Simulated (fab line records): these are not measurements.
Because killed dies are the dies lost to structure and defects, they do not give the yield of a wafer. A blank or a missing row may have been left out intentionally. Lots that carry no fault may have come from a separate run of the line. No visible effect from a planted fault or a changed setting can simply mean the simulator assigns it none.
8D (eight disciplines) problem report, filled in by code ; flow sky130 ; the parts of the form that need people (team, actions taken, sign-off) are left out

== 1. WHAT WENT WRONG ==
Across 2 wafers from 2 lots, METAL5_ALCU_RS at SKY_METAL5_RS_MEAS_05 averages 0.0403 ohm/sq, while fault-free wafers read 0.0272 ohm/sq with a standard deviation of 0.00041. That is +32 standard deviations from the usual mean.
The step: measures by four-point-probe.
First observed at day 44 18:59: wafer L849.5, on film metro-01. The record has a number at this step for 30 wafers belonging to 10 lots. By rule, "out" or "out of limits" means more than 4 standard deviations away from the usual mean. The rest of the wafers with a number are treated as sound.

== 2. WHAT IT IS, WHAT IT ISN'T ==
question;is;is not
which readings at this step;METAL5_ALCU_RS;-
which lots;L849, L852;L842, L846, L847, L858, L859, L861, L864, L865
which wafers of those lots;L849.5, L852.5;L849.2, L849.3, L852.2, L852.3
read on which gauges;film metro-01, film metro-04;film metro-02
when;from day 44 18:59;"up to then (11 sound wafers); but 17 sound wafers of L852, L858, L859, L861, L864, L865 came after"

== 3. WHAT RULES OUT EACH SUSPECT ==
Counting: any tool at a process step up to the reading remains a suspect provided it ran every lot that is out. Sound lots after the first of them don't rule it out here, since some wafers of a struck lot are sound.
- ruled out: the gauge at SKY_METAL5_RS_MEAS_05. Those wafers that are out were read across 2 gauges (film metro-01, film metro-04).
- pvd sputter-03 at SKY_METAL2_SPUTTER_02 (material AlCu, target thk 250 nm, time 13.3 s): kept. It ran every lot that is out, first L849 (day 36 06:47).
- pvd sputter-03 at SKY_METAL5_SPUTTER_02 (material AlCu, target thk 1150 nm, time 61.2 s): kept. Every lot that is out went through it, the first being L849 (day 44 18:51); the last sound lot it ran before that was L847 (day 44 13:37).
Remaining after the count are pvd sputter-03 at SKY_METAL2_SPUTTER_02 and pvd sputter-03 at SKY_METAL5_SPUTTER_02.

== 4. THE CAUSE (what the simulator had put in) ==
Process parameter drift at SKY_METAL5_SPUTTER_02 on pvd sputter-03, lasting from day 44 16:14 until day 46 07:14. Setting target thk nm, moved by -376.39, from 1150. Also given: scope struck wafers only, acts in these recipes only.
2 suspects survive the count, and this tool is in that group.

== 5. THE EFFECT CHAIN, in route order ==
Rows list readings where the struck wafers' mean (over those with a number) sits beyond 3 standard deviations from the usual. Only readings for which the record gives a usual standard deviation are gone through. hours: the time from each lot's start at the first step in this table that gives one to its start at this step, as a median over the lots. sigmas: the change in usual standard deviations.
hours;step;reading;usual;on struck wafers;change;sigmas
0;SKY_METAL5_RS_MEAS_05;METAL5_ALCU_RS;0.0272 ohm/sq;0.0403;+0.0131;+32
0;SKY_METAL5_THK_MEAS_06;METAL5_ALCU_THK;1145 nm;776;-369;-20
21;SKY_METAL5_METAL_ETCH_15;oes product au;0.894 a.u.;0.749;-0.145;-28
It contains these process steps:
- SKY_METAL5_METAL_ETCH_15: etches the open film in Cl2/BCl3, stops on SiO2, target depth 1260 nm, time 252 s.

== 6. HOW IT WOULD HAVE BEEN CAUGHT EARLIER ==
In this record the first reading out of limits at a measuring or inspecting step was taken at day 44 18:59, 3 hours after the fault began at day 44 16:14.
An alarm limit of 4 standard deviations would not have fired on the tool readings at SKY_METAL5_SPUTTER_02 for which the record gives a usual standard deviation, since none of them was out on any struck wafer.
Lots out: 2; of these, L852 started SKY_METAL5_SPUTTER_02 on pvd sputter-03 after day 44 18:59. Holding the tool at that time would have saved it.
